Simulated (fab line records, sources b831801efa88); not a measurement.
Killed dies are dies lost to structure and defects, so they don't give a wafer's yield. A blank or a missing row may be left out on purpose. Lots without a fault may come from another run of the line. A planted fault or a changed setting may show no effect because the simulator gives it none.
fab line records | flow sky130
record lots=6 wafers=18 last_day=49
route steps=708 shown VIA4@651 METAL5@661 PAD_OPEN@708
lots that met no fault: from a run of the same line without faults
start_h: hours from the record's first day to the start of the lot's first wafer shown | wait_h: hours since the lot's step before | " the same as in the row above | L1.1+2: a row that stands for several wafers | - no value, or no start given | * or withheld: withheld | < > ~ a bound
route shown NAME@n: a module of which the file shows steps, and the number in the route of the first | usual: mean/standard deviation of fault-free wafers | same: alike in all rows | chamber/n: place in a boat | sites: the reading at each site | _std_site: their standard deviation | _edge_site: outer sites' mean less inner sites' | radius_mm: how far each site lies from the wafer's centre | mask NAME#n: copy n | behind: the tool/chamber that last shaped the wafer | hold: why the lot was held/for how many hours/how that ended | device: the transistor (n, p or np) that didn't switch | end of line: the same wafers' tests at the end of the route | a step without rows: its recipe alone | killed: dies lost to structure and defects at the first sort, not the wafer's yield | map: a wafer's dies, x killed, . not, _ none there
set.NAME: the setting as run; set.NAME@STEP: as run at that earlier step | model.NAME: the simulator's own value behind a step, which no gauge read
lots at some steps of the route; a table a step, a row a wafer
services: from which hour (start_h, from the record's first day; less than 0 if before it) a tool's chamber was out of use, for how many hours, and why
## steps
# step SKY_VIA4_ETCH_12
# recipe target=SiO2 chemistry=C4F8/O2/Ar stop_on=TiN mask_material=NOVOLAK source_w=1500 bias_w=1200 pressure_mtorr=40 c4f8_flow_sccm=withheld O2_flow_sccm=6 Ar_flow_sccm=300 time_s=withheld target_depth_a=5800
# usual oes_product_au=0.926/0.0052
# columns lot.wafer tool chamber start_h wait_h oes_product_au
L629.1 rie_diel-04 3 996.48 0.0 0.925
L629.3 " 1 " " 0.915
L629.6 " 3 " " 0.920
L630.3 rie_diel-01 3 1011.02 0.0 0.918
L630.5 " 0 " " 0.920
L630.6 " 1 " " 0.918
L643.1 rie_diel-02 2 1089.53 0.0 0.920
L643.2 " 1 " " 0.923
L643.6 " 0 " " 0.916
L644.2 rie_diel-02 3 1104.73 0.0 0.928
L644.4 " 1 " " 0.925
L644.6 " 0 " " 0.916
L646.1 rie_diel-01 2 1112.82 0.0 0.934
L646.2 " 1 " " 0.926
L646.4 " 3 " " 0.927
L648.1 rie_diel-02 2 1122.38 0.0 0.927
L648.3 " 0 " " 0.931
L648.4 " 1 " " 0.928
# step SKY_VIA4_STRIP_13
# recipe chemistry=O2/N2 power_w=1400 pressure_mtorr=1500 platen_temp_c=withheld o2_flow_sccm=3000 n2_flow_sccm=300 overash_fraction=0.5
# usual drypump_motor_current_A=5.4/0.46 o2_flow_sccm=3000/9.9 oes_product_au=0.709/0.0047 strip_time_to_endpoint_s=12.81/0.037
# columns lot.wafer tool chamber start_h wait_h drypump_motor_current_A o2_flow_sccm oes_product_au rf_hours_counter_h strip_time_to_endpoint_s
L629.1 plasma_asher-01 1 996.55 - 5.3 3012 0.707 26 12.85
L629.3 " 0 " " 5.9 2997 0.709 - 12.78
L629.6 " 1 " " 5.3 3005 0.712 - 12.82
L630.3 plasma_asher-02 0 1011.13 - 5.1 3000 0.712 - 12.81
L630.5 " 1 " " 5.0 3000 0.709 - 12.93
L630.6 " 0 " " 5.1 3009 0.709 - 12.81
L643.1 plasma_asher-02 0 1089.60 - 5.1 2979 0.710 61 12.87
L643.2 " 1 " " 5.0 2992 0.714 61 12.84
L643.6 " 1 " " 5.0 3004 0.707 - 12.83
L644.2 plasma_asher-01 0 1104.80 - 5.9 3000 0.700 37 12.82
L644.4 " 0 " " 5.9 2989 0.708 - 12.82
L644.6 " 1 " " 5.3 3002 0.700 - 12.81
L646.1 plasma_asher-03 0 1112.90 - 5.5 3010 0.708 5 12.82
L646.2 " 1 " " 6.4 2997 0.715 5 12.76
L646.4 " 0 " " 5.5 3019 0.710 - 12.78
L648.1 plasma_asher-01 0 1122.45 - 5.9 2992 0.707 39 12.86
L648.3 " 0 " " 5.9 3007 0.717 - 12.85
L648.4 " 1 " " 5.4 2983 0.710 - 12.75
# step SKY_VIA4_STRIP_14
# recipe chemistry=post_etch_residue_remover time_s=1200 temp_c=72.5
# step SKY_VIA4_CLEAN_15
# recipe chemistry=IPA time_s=180 temp_c=25
# step SKY_VIA4_CLEAN_16
# recipe chemistry=O3/DIW dry=n2_spin
# step SKY_VIA4_SPUTTER_17
# recipe material=TiN target_thk_nm=20 chamber_pressure_pa=5 power_w=4000 time_s=80
# usual cathode_dc_power_W=4000.0/0.71 throttle_valve_pct=29.9/0.99
# columns lot.wafer tool chamber start_h wait_h cathode_dc_power_W throttle_valve_pct
L629.1 pvd_sputter-02 - 997.15 0.0 4002.7 28.8
L629.3 " - " " 3998.3 29.3
L629.6 " - " " 4000.7 28.2
L630.3 pvd_sputter-04 - 1011.69 0.0 4000.1 28.7
L630.5 " - " " 4000.7 28.6
L630.6 " - " " 4000.3 30.7
L643.1 pvd_sputter-02 - 1090.28 0.0 4000.0 30.6
L643.2 " - " " 3999.6 29.3
L643.6 " - " " 3999.5 28.5
L644.2 pvd_sputter-01 - 1105.40 0.0 3999.8 29.0
L644.4 " - " " 4000.2 29.2
L644.6 " - " " 4000.8 30.8
L646.1 pvd_sputter-02 - 1113.98 0.0 4000.5 28.5
L646.2 " - " " 3999.4 29.5
L646.4 " - " " 3999.9 30.4
L648.1 pvd_sputter-01 - 1123.48 0.0 3999.7 30.8
L648.3 " - " " 4000.2 30.1
L648.4 " - " " 4000.2 29.3
# step SKY_VIA4_CVD_18
# recipe material=W target_thk_nm=505 time_s=152.14 temp_c=400 pressure_torr=40
# step SKY_VIA4_RS_MEAS_19
# recipe thk_meas_gauge=four-point-probe reads=W_of_VIA4_CVD_18+TiN_of_VIA4_SPUTTER_17
# usual VIA4_W_RS=0.226/0.004
# columns lot.wafer tool chamber start_h wait_h VIA4_W_RS[ohm/sq]
L629.1 film_metro-01 - 997.36 0.1 0.223
L629.3 " - " " 0.231
L629.6 " - " " 0.229
L630.3 film_metro-01 - 1011.94 0.1 0.225
L630.5 " - " " 0.226
L630.6 " - " " 0.227
L643.1 film_metro-01 - 1090.64 0.3 0.230
L643.2 " - " " 0.228
L643.6 " - " " 0.227
L644.2 film_metro-04 - 1105.63 0.1 0.226
L644.4 " - " " 0.224
L644.6 " - " " 0.223
L646.1 film_metro-02 - 1114.19 0.1 0.225
L646.2 " - " " 0.230
L646.4 " - " " 0.224
L648.1 film_metro-01 - 1123.69 0.1 0.233
L648.3 " - " " 0.226
L648.4 " - " " 0.232
# step SKY_VIA4_THK_MEAS_20
# recipe thk_meas_gauge=xrf reads=W_of_VIA4_CVD_18
# usual VIA4_W_THK=507/9.9
# columns lot.wafer tool chamber start_h wait_h VIA4_W_THK[nm]
L629.1 film_metro-01 - 997.48 0.1 507
L629.3 " - " " 492
L629.6 " - " " 495
L630.3 film_metro-01 - 1012.04 0.1 511
L630.5 " - " " 510
L630.6 " - " " 508
L643.1 film_metro-01 - 1090.76 0.1 491
L643.2 " - " " 497
L643.6 " - " " 501
L644.2 film_metro-04 - 1105.74 0.1 503
L644.4 " - " " 508
L644.6 " - " " 512
L646.1 film_metro-02 - 1114.31 0.1 518
L646.2 " - " " 506
L646.4 " - " " 517
L648.1 film_metro-01 - 1123.81 0.1 491
L648.3 " - " " 505
L648.4 " - " " 494
# step SKY_VIA4_CMP_21
# recipe stop_on=SiO2 t_overpolish_s=25 down_force_psi=3.5 platen_rpm=60 target_thk_nm=0 pad_velocity_m_s=0.94248
# usual head_pressure_psi=3.500/0.0076 motor_current_A=11.2/1.1 overpolish_run_s=25.000/0.0097 platen_rpm=60.00/0.042 time_to_endpoint_s=123/4
# columns lot.wafer tool chamber start_h wait_h head_pressure_psi motor_current_A overpolish_run_s platen_rpm time_to_endpoint_s
L629.3 cmp-01 0 997.54 0.0 3.506 10.3 24.985 60.10 122
L629.1 " 3 " " 3.500 10.5 24.991 60.02 127
L629.6 " 0 " " 3.513 10.6 25.006 59.99 123
L630.3 cmp-02 2 1012.25 0.2 3.505 12.7 24.980 59.96 121
L630.5 " 2 " " 3.494 12.7 25.005 59.97 119
L630.6 " 3 " " 3.500 10.3 24.993 59.98 120
L643.2 cmp-01 0 1090.82 0.0 3.480 9.5 25.009 60.07 121
L643.1 " 1 " " 3.496 10.8 25.014 60.05 117
L643.6 " 1 " " 3.490 11.5 24.997 60.06 121
L644.2 cmp-01 2 1105.84 0.1 3.515 10.2 25.007 60.03 126
L644.4 " 0 " " 3.498 10.2 25.002 59.99 124
L644.6 " 2 " " 3.496 10.5 24.998 59.93 126
L646.4 cmp-02 0 1114.52 0.2 3.513 11.5 25.018 59.97 133
L646.1 " 1 " " 3.509 12.6 25.007 59.97 129
L646.2 " 2 " " 3.501 13.0 25.004 60.05 121
L648.3 cmp-01 2 1123.87 0.0 3.501 10.7 24.996 60.05 120
L648.1 " 3 " " 3.494 10.3 25.017 60.04 122
L648.4 " 0 " " 3.497 9.8 24.992 59.97 123
# step SKY_METAL5_SPUTTER_00
# recipe material=Ti target_thk_nm=15 power_w=3000 time_s=10 chamber_pressure_pa=0.4
# step SKY_METAL5_SPUTTER_01
# recipe material=TiN target_thk_nm=20 power_w=6500 time_s=16.7 chamber_pressure_pa=0.4
# step SKY_METAL5_SPUTTER_02
# recipe material=AlCu target_thk_nm=1150 power_w=10600 time_s=61.2 chamber_pressure_pa=0.4
# usual cathode_dc_power_W=10600/1.9 throttle_valve_pct=30.2/1.4
# columns lot.wafer tool chamber start_h wait_h cathode_dc_power_W throttle_valve_pct model.AlCu_of_METAL5_SPUTTER_02.thk_nm
L629.1 pvd_sputter-01 - 997.89 0.0 10597 30.6 1132
L629.3 " - " " 10600 29.9 1127
L629.6 " - " " 10606 29.3 1157
L630.3 pvd_sputter-03 - 1012.60 0.0 10597 27.2 1153
L630.5 " - " " 10597 30.9 1155
L630.6 " - " " 10604 31.4 1150
L643.1 pvd_sputter-03 - 1091.18 0.0 10600 31.6 1052
L643.2 " - " " 10598 27.1 1161
L643.6 " - " " 10605 31.7 1052
L644.2 pvd_sputter-01 - 1106.14 0.0 10598 31.1 1170
L644.4 " - " " 10601 30.7 1160
L644.6 " - " " 10597 30.2 1154
L646.1 pvd_sputter-03 - 1114.82 0.0 10600 31.2 1045
L646.2 " - " " 10600 29.3 1175
L646.4 " - " " 10601 27.4 1154
L648.1 pvd_sputter-04 - 1124.22 0.0 10599 32.2 1139
L648.3 " - " " 10598 30.3 1141
L648.4 " - " " 10596 32.0 1134
# step SKY_METAL5_SPUTTER_03
# recipe material=Ti target_thk_nm=5 power_w=3000 time_s=3.3 chamber_pressure_pa=0.4
# step SKY_METAL5_SPUTTER_04
# recipe material=TiN target_thk_nm=70 power_w=6500 time_s=58.3 chamber_pressure_pa=0.4
# step SKY_METAL5_RS_MEAS_05
# recipe thk_meas_gauge=four-point-probe reads=TiN_of_METAL5_SPUTTER_04+Ti_of_METAL5_SPUTTER_03+AlCu_of_METAL5_SPUTTER_02+TiN_of_METAL5_SPUTTER_01+Ti_of_METAL5_SPUTTER_00
# usual METAL5_ALCU_RS=0.0271/0.00033
# columns lot.wafer tool chamber start_h wait_h METAL5_ALCU_RS[ohm/sq]
L629.1 film_metro-01 - 998.01 0.0 0.0275
L629.3 " - " " 0.0277
L629.6 " - " " 0.0269
L630.3 film_metro-01 - 1012.79 0.1 0.0270
L630.5 " - " " 0.0269
L630.6 " - " " 0.0271
L643.1 film_metro-03 - 1091.31 0.0 0.0297
L643.2 " - " " 0.0268
L643.6 " - " " 0.0296
L644.2 film_metro-03 - 1106.28 0.0 0.0266
L644.4 " - " " 0.0269
L644.6 " - " " 0.0270
L646.1 film_metro-03 - 1114.94 0.0 0.0298
L646.2 " - " " 0.0265
L646.4 " - " " 0.0270
L648.1 film_metro-02 - 1124.34 0.0 0.0273
L648.3 " - " " 0.0273
L648.4 " - " " 0.0274
# step SKY_METAL5_THK_MEAS_06
# recipe thk_meas_gauge=xrf reads=AlCu_of_METAL5_SPUTTER_02
# usual METAL5_ALCU_THK=1151/14
# columns lot.wafer tool chamber start_h wait_h METAL5_ALCU_THK[nm]
L629.1 film_metro-01 - 998.13 0.1 1140
L629.3 " - " " 1136
L629.6 " - " " 1163
L630.3 film_metro-01 - 1012.89 0.1 1152
L630.5 " - " " 1152
L630.6 " - " " 1152
L643.1 film_metro-03 - 1091.43 0.1 1046
L643.2 " - " " 1152
L643.6 " - " " 1048
L644.2 film_metro-03 - 1106.39 0.1 1161
L644.4 " - " " 1152
L644.6 " - " " 1147
L646.1 film_metro-03 - 1115.06 0.1 1050
L646.2 " - " " 1167
L646.4 " - " " 1147
L648.1 film_metro-02 - 1124.46 0.1 1153
L648.3 " - " " 1159
L648.4 " - " " 1142
# step SKY_METAL5_DEHYDRATE_07
# recipe temp_c=200 time_s=60
# step SKY_METAL5_HMDS_08
# recipe prime_time_s=60 prime_temp_c=120
# step SKY_METAL5_COAT_09
# recipe resist=NOVOLAK spin_rpm=3000 resist_thk_nm=1800
# step SKY_METAL5_SOFTBAKE_10
# recipe temp_c=90 time_s=60 resist=NOVOLAK
# step SKY_METAL5_EXPOSE_11
# recipe mask_id=MM5 na=0.6 source_shape=conventional sigma_outer=0.6 polarization=unpolarized target_cd_nm=1600 dose_mj=190
# step SKY_METAL5_PEB_12
# recipe temp_c=withheld time_s=* resist=NOVOLAK
# step SKY_METAL5_DEVELOP_13
# recipe resist=NOVOLAK developer=TMAH develop_time_s=60 dev_temp_c=23
# step SKY_METAL5_DESCUM_14
# recipe chemistry=O2 source_power_w=150 bias_power_w=0 pressure_mtorr=10 temp_c=40 time_s=11
# step SKY_METAL5_METAL_ETCH_15
# recipe target_depth_a=12600 stop_on=SiO2 over_etch_frac=0.2 time_s=252 chemistry=Cl2/BCl3 resist_sidewall_deg=86 pressure_mtorr=10 icp_w=900 bias_w=48.5 Cl2_flow_sccm=60 bcl3_flow_sccm=30
# usual bcl3_flow_sccm=30.00/0.092 drypump_motor_current_A=5.8/0.34 he_backside_leak_sccm=3.4/0.36 mfc_cl2_sccm=60.02/0.17 oes_product_au=0.894/0.0049 throttle_valve_pct=22.264/0.0094
# columns lot.wafer tool chamber start_h wait_h bcl3_flow_sccm drypump_motor_current_A he_backside_leak_sccm mfc_cl2_sccm oes_product_au rf_hours_counter_h throttle_valve_pct
L629.1 rie_metal-01 1 1020.61 0.0 30.10 5.5 3.6 60.06 0.900 14 22.260
L629.3 " 1 " " 30.23 5.5 3.5 60.15 0.888 - 22.261
L629.6 " 1 " " 30.13 5.5 3.4 59.98 0.894 - 22.264
L630.3 rie_metal-01 0 1035.60 0.1 30.00 6.3 3.3 59.94 0.897 - 22.242
L630.5 " 1 " " 29.89 5.5 3.5 60.01 0.901 - 22.260
L630.6 " 0 " " 30.02 6.3 3.3 59.65 0.893 - 22.245
L643.1 rie_metal-03 1 1111.43 0.0 29.95 6.2 3.4 60.07 0.858 20 22.247
L643.2 " 0 " " 29.91 5.7 3.7 59.88 0.891 18 22.262
L643.6 " 0 " " 30.06 5.7 3.3 60.14 0.853 - 22.264
L644.2 rie_metal-03 1 1125.51 0.0 29.94 6.1 3.2 59.92 0.895 21 22.264
L644.4 " 1 " " 29.91 6.2 3.3 59.87 0.888 - 22.267
L644.6 " 1 " " 29.94 6.2 3.1 60.08 0.896 - 22.255
L646.1 rie_metal-01 0 1133.93 0.0 29.85 6.3 3.2 59.90 0.860 22 22.259
L646.2 " 1 " " 29.93 5.5 3.7 59.85 0.907 21 22.263
L646.4 " 0 " " 30.04 6.3 3.1 60.07 0.894 - 22.260
L648.1 rie_metal-01 0 1141.68 0.0 30.03 6.3 3.3 60.16 0.895 23 22.274
L648.3 " 0 " " 29.99 6.3 3.4 60.18 0.896 - 22.262
L648.4 " 1 " " 29.99 5.5 3.5 59.88 0.887 - 22.269
# step SKY_METAL5_STRIP_16
# recipe chemistry=O2/N2 power_w=1400 pressure_mtorr=1500 platen_temp_c=withheld o2_flow_sccm=3000 n2_flow_sccm=300 overash_fraction=0.5
# usual drypump_motor_current_A=5.6/0.42 o2_flow_sccm=3000/8.3 oes_product_au=0.710/0.0049 strip_time_to_endpoint_s=13.08/0.11
# columns lot.wafer tool chamber start_h wait_h drypump_motor_current_A o2_flow_sccm oes_product_au rf_hours_counter_h strip_time_to_endpoint_s
L629.1 plasma_asher-03 1 1020.84 0.2 6.4 3005 0.704 117 13.16
L629.3 " 0 " " 5.6 2995 0.709 - 13.10
L629.6 " 0 " " 5.5 2995 0.714 - 13.12
L630.3 plasma_asher-02 1 1035.79 0.1 5.0 3010 0.707 - 13.06
L630.5 " 0 " " 5.1 3012 0.703 - 13.14
L630.6 " 1 " " 5.0 2994 0.712 - 13.16
L643.1 plasma_asher-04 0 1111.66 0.2 5.6 3001 0.710 101 13.23
L643.2 " 1 " " 5.6 3009 0.710 101 12.99
L643.6 " 1 " " 5.6 3008 0.707 - 13.07
L644.2 plasma_asher-04 1 1125.74 0.2 5.5 3012 0.713 102 13.13
L644.4 " 0 " " 5.5 2997 0.702 - 13.13
L644.6 " 0 " " 5.5 2996 0.717 - 13.11
L646.1 plasma_asher-04 0 1134.16 0.2 5.6 2992 0.710 103 13.29
L646.2 " 1 " " 5.5 3002 0.705 103 13.26
L646.4 " 0 " " 5.6 3000 0.708 - 13.21
L648.1 plasma_asher-04 1 1141.91 0.2 5.5 2997 0.713 104 13.01
L648.3 " 1 " " 5.5 3008 0.710 - 12.98
L648.4 " 0 " " 5.6 2985 0.713 - 13.15
# step SKY_PAD_OPEN_PROBE_99
# usual defect_limited_yield=82.1/2 killed_at_M0_to_M3=44/7.8 killed_at_M4_up=3.1/1.7 killed_at_contacts=25/5.1 killed_at_front_end=15/4.4 killed_at_other=0.5/0.68 killed_dies=88/9.9 killed_open=48/6.9 killed_short=39/6.5 sort_bin_3_pad_short=0.8/0.42 sort_bin_5_function=10.6/1.5 sort_bin_6_memory=6.5/1.2 sort_n_pass=404/9.9 sort_yield_pct=82.1/2
# same gross_dies=492 killed_at_back_side=0 sort_bin_4_leakage[%]=0 sort_bin_8_speed[%]=0
# columns lot.wafer tool chamber start_h wait_h defect_limited_yield[%] killed_at_M0_to_M3 killed_at_M4_up killed_at_contacts killed_at_front_end killed_at_other killed_dies killed_open killed_short sort_bin_3_pad_short[%] sort_bin_5_function[%] sort_bin_6_memory[%] sort_n_pass sort_yield_pct[%] model.etest.met5.rs_ohm_sq model.etest.met5.line_ohm_um
L629.1 prober-02 - 1067.95 0.1 85.6 41 1 19 10 0 71 39 32 0.8 10.8 2.8 421 85.6 0.02722 0.01713
L629.3 prober-02 - 1068.05 0.2 84.8 27 1 25 22 0 75 46 29 0.2 10.2 4.9 417 84.8 0.02767 0.01733
L629.6 prober-02 - 1068.20 0.2 83.3 42 3 22 15 0 82 43 38 1.4 8.7 6.5 410 83.3 0.02686 0.01698
L630.3 prober-01 - 1081.21 0.2 80.3 50 8 26 12 1 97 59 37 0.8 12.4 6.5 395 80.3 0.02683 0.01678
L630.5 prober-01 - 1081.31 0.2 84.1 34 6 28 10 0 78 38 38 0.6 10.0 5.3 414 84.1 0.02725 0.01705
L630.6 prober-01 - 1081.36 0.2 76.8 62 4 26 22 0 114 61 52 0.2 15.0 7.9 378 76.8 0.02711 0.01691
L643.1 prober-02 - 1151.56 0.1 84.1 40 4 16 18 0 78 44 34 1.2 9.1 5.5 414 84.1 0.02987 0.01874
L643.2 prober-02 - 1151.61 0.1 85.6 49 1 7 14 0 71 45 26 0.8 7.3 6.3 421 85.6 0.02693 0.01687
L643.6 prober-02 - 1151.81 0.2 83.7 43 5 17 15 0 80 51 28 0.2 10.8 5.3 412 83.7 0.02969 0.01863
L644.2 prober-01 - 1163.86 0.1 79.9 54 0 27 17 1 99 69 30 1.4 11.0 7.7 393 79.9 0.02677 0.01681
L644.4 prober-01 - 1163.96 0.2 83.9 38 3 25 13 0 79 45 34 0.8 9.3 5.9 413 83.9 0.02669 0.01681
L644.6 prober-01 - 1164.06 0.2 84.3 40 3 20 14 0 77 37 40 1.8 7.3 6.5 415 84.3 0.02683 0.01687
L646.1 prober-01 - 1174.57 0.1 80.7 51 3 24 17 0 95 55 40 0.8 12.6 5.9 397 80.7 0.02987 0.01856
L646.2 prober-01 - 1174.62 0.1 82.5 38 5 27 16 0 86 53 33 0.8 10.4 6.3 406 82.5 0.02661 0.01658
L646.4 prober-01 - 1174.72 0.2 80.1 47 2 30 19 0 98 55 42 1.0 12.0 6.9 394 80.1 0.02691 0.01675
L648.1 prober-02 - 1181.80 0.1 83.7 47 4 21 7 1 80 41 39 0.4 10.6 5.3 412 83.7 0.02746 0.01713
L648.3 prober-02 - 1181.90 0.2 80.9 55 3 21 13 2 94 52 41 1.0 11.6 6.5 398 80.9 0.02736 0.01706
L648.4 prober-02 - 1181.95 0.2 81.9 48 2 25 14 0 89 48 41 2.0 8.9 7.1 403 81.9 0.02761 0.01724
# killed by level:class
L629.1 VIA1:geometric_particle:open=9 VIA2:geometric_particle:open=7 CONTACT:geometric_particle:open=7 METAL1:geometric_particle:short=7 LI_CONTACT:geometric_particle:open=5 CONTACT:geometric_particle:short=4 METAL2:geometric_particle:short=4 FIELD_ISO:geometric_particle:short=3
L629.3 VIA1:geometric_particle:open=11 CONTACT:geometric_particle:short=9 LI_CONTACT:geometric_particle:open=8 VIA3:geometric_particle:open=6 FIELD_ISO:geometric_particle:short=5 FIELD_ISO:geometric_particle:open=5 POLY_GATE:geometric_particle:open=5 CONTACT:geometric_particle:open=5
L629.6 VIA3:geometric_particle:open=16 CONTACT:geometric_particle:open=7 VIA1:geometric_particle:open=6 POLY_GATE:geometric_particle:short=5 METAL2:geometric_particle:short=5 LI_CONTACT:geometric_particle:short=4 LI_CONTACT:geometric_particle:open=4 CONTACT:geometric_particle:short=4
L630.3 CONTACT:geometric_particle:open=13 VIA3:geometric_particle:open=11 VIA1:geometric_particle:open=10 VIA2:geometric_particle:open=7 METAL1:geometric_particle:short=6 METAL4:geometric_particle:short=6 LI_CONTACT:geometric_particle:open=5 POLY_GATE:geometric_particle:short=5
L630.5 LI_CONTACT:geometric_particle:open=11 VIA1:geometric_particle:short=8 CONTACT:geometric_particle:short=7 CONTACT:geometric_particle:open=6 VIA3:geometric_particle:open=6 VIA1:geometric_particle:open=4 METAL1:geometric_particle:short=4 METAL4:geometric_particle:short=4
L630.6 VIA1:geometric_particle:open=19 CONTACT:geometric_particle:open=9 VIA3:geometric_particle:open=8 FIELD_ISO:geometric_particle:short=7 VIA1:geometric_particle:short=7 METAL3:geometric_particle:short=5 LI_CONTACT:geometric_particle:open=5 CONTACT:geometric_particle:short=5
L643.1 VIA2:geometric_particle:open=9 CONTACT:geometric_particle:open=8 VIA1:geometric_particle:open=8 METAL1:geometric_particle:short=6 POLY_GATE:geometric_particle:short=5 POLY_GATE:geometric_particle:open=5 VIA1:geometric_particle:short=5 VIA3:geometric_particle:open=5
L643.2 VIA3:geometric_particle:open=11 VIA1:geometric_particle:open=10 FIELD_ISO:geometric_particle:open=7 METAL2:geometric_particle:short=5 VIA2:geometric_particle:open=5 CONTACT:geometric_particle:open=4 METAL3:geometric_particle:short=4 VIA3:geometric_particle:short=4
L643.6 VIA1:geometric_particle:open=15 VIA3:geometric_particle:open=8 LI_CONTACT:geometric_particle:open=7 METAL2:geometric_particle:short=6 POLY_GATE:geometric_particle:short=5 CONTACT:geometric_particle:open=5 VIA2:geometric_particle:open=5 POLY_GATE:geometric_particle:open=4
L644.2 VIA1:geometric_particle:open=14 CONTACT:geometric_particle:open=11 VIA3:geometric_particle:open=10 VIA1:geometric_particle:short=8 VIA2:geometric_particle:open=8 POLY_GATE:geometric_particle:short=6 LI_CONTACT:geometric_particle:open=6 LOCAL_INTERCONNECT:geometric_particle:open=5
L644.4 VIA1:geometric_particle:open=10 LI_CONTACT:geometric_particle:open=8 VIA2:geometric_particle:open=7 VIA1:geometric_particle:short=6 CONTACT:geometric_particle:open=6 LI_CONTACT:geometric_particle:short=5 LOCAL_INTERCONNECT:geometric_particle:short=5 METAL2:geometric_particle:short=5
L644.6 VIA1:geometric_particle:open=10 METAL1:geometric_particle:short=7 CONTACT:geometric_particle:open=6 POLY_GATE:geometric_particle:open=5 VIA3:geometric_particle:open=5 LI_CONTACT:geometric_particle:open=5 LI_CONTACT:geometric_particle:short=5 VIA1:geometric_particle:short=5
L646.1 VIA1:geometric_particle:open=12 VIA3:geometric_particle:open=10 CONTACT:geometric_particle:open=8 LI_CONTACT:geometric_particle:open=7 VIA2:geometric_particle:open=7 POLY_GATE:geometric_particle:short=6 POLY_GATE:geometric_particle:open=5 VIA2:geometric_particle:short=5
L646.2 VIA1:geometric_particle:open=11 VIA3:geometric_particle:open=10 CONTACT:geometric_particle:open=9 LI_CONTACT:geometric_particle:open=7 POLY_GATE:geometric_particle:open=5 CONTACT:geometric_particle:short=5 METAL3:geometric_particle:short=4 METAL2:geometric_particle:short=4
L646.4 LI_CONTACT:geometric_particle:open=12 CONTACT:geometric_particle:open=9 VIA2:geometric_particle:open=8 VIA1:geometric_particle:open=7 VIA1:geometric_particle:short=6 VIA3:geometric_particle:open=6 METAL1:geometric_particle:short=5 FIELD_ISO:geometric_particle:short=4
L648.1 METAL2:geometric_particle:short=9 VIA1:geometric_particle:open=8 LI_CONTACT:geometric_particle:open=7 VIA2:geometric_particle:open=7 LOCAL_INTERCONNECT:geometric_particle:short=5 CONTACT:geometric_particle:open=5 METAL1:geometric_particle:short=5 VIA3:geometric_particle:open=5
L648.3 VIA1:geometric_particle:open=13 METAL1:geometric_particle:short=9 VIA3:geometric_particle:short=7 CONTACT:geometric_particle:open=7 VIA2:geometric_particle:open=7 VIA3:geometric_particle:open=7 LI_CONTACT:geometric_particle:open=6 FIELD_ISO:geometric_particle:open=5
L648.4 VIA1:geometric_particle:open=13 CONTACT:geometric_particle:open=7 METAL2:geometric_particle:short=7 FIELD_ISO:geometric_particle:open=6 LOCAL_INTERCONNECT:geometric_particle:short=6 VIA1:geometric_particle:short=6 VIA2:geometric_particle:open=5 METAL1:geometric_particle:short=5
## services
# columns tool chamber start_h hours kind
plasma_asher-02 - 975.63 8.1 repair
plasma_asher-01 - 977.68 5.4 repair
rie_diel-01 2 980.02 3.1 repair
cmp-02 - 984.13 2.3 repair
pvd_sputter-03 - 986.14 23.3 repair
plasma_asher-04 - 990.86 10.1 repair
rie_diel-02 1 1001.89 4.4 repair
cmp-01 - 1011.57 0.7 repair
plasma_asher-02 - 1019.92 0.5 repair
cmp-01 - 1045.47 1.6 repair
pvd_sputter-01 - 1046.73 9.5 repair
rie_metal-01 - 1050.62 2.8 pm
cmp-01 - 1054.27 0.3 repair
cmp-01 - 1084.00 4.0 pm
plasma_asher-04 - 1095.76 1.4 repair
pvd_sputter-02 - 1108.98 0.6 repair
cmp-01 - 1109.85 2.1 repair
plasma_asher-04 - 1116.10 4.3 repair
cmp-01 - 1120.11 1.0 repair
rie_metal-01 0 1122.71 5.1 repair
cmp-01 - 1123.06 0.8 repair
pvd_sputter-01 - 1127.93 0.5 repair
rie_diel-02 0 1131.70 22.4 repair
pvd_sputter-02 - 1137.55 0.6 repair
## key
first_sign step=SKY_METAL5_RS_MEAS_05 reading=METAL5_ALCU_RS direction=up sigmas=7.9 usual=0.0271 struck=0.0297
effect step=SKY_METAL5_THK_MEAS_06 reading=METAL5_ALCU_THK direction=down sigmas=7.5 usual=1151 struck=1048
effect step=SKY_METAL5_METAL_ETCH_15 reading=oes_product_au direction=down sigmas=7.5 usual=0.894 struck=0.857
model_effect step=SKY_METAL5_SPUTTER_02 value=AlCu_of_METAL5_SPUTTER_02.thk_nm without=1155 struck=1049
model_effect step=SKY_PAD_OPEN_PROBE_99 value=etest.met5.rs_ohm_sq without=0.02707 struck=0.02981
met_at SKY_METAL5_SPUTTER_02
struck_wafers L643.1,L643.6,L646.1
onset_between 1012.60 1091.18
fault kind=process_parameter_drift tool=pvd_sputter-03 chamber=- onset_h=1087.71 steps=SKY_METAL5_SPUTTER_02 channel=time_s offset=* shape=step end_h=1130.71 acts_in=* stated=* scope=struck_wafers_only
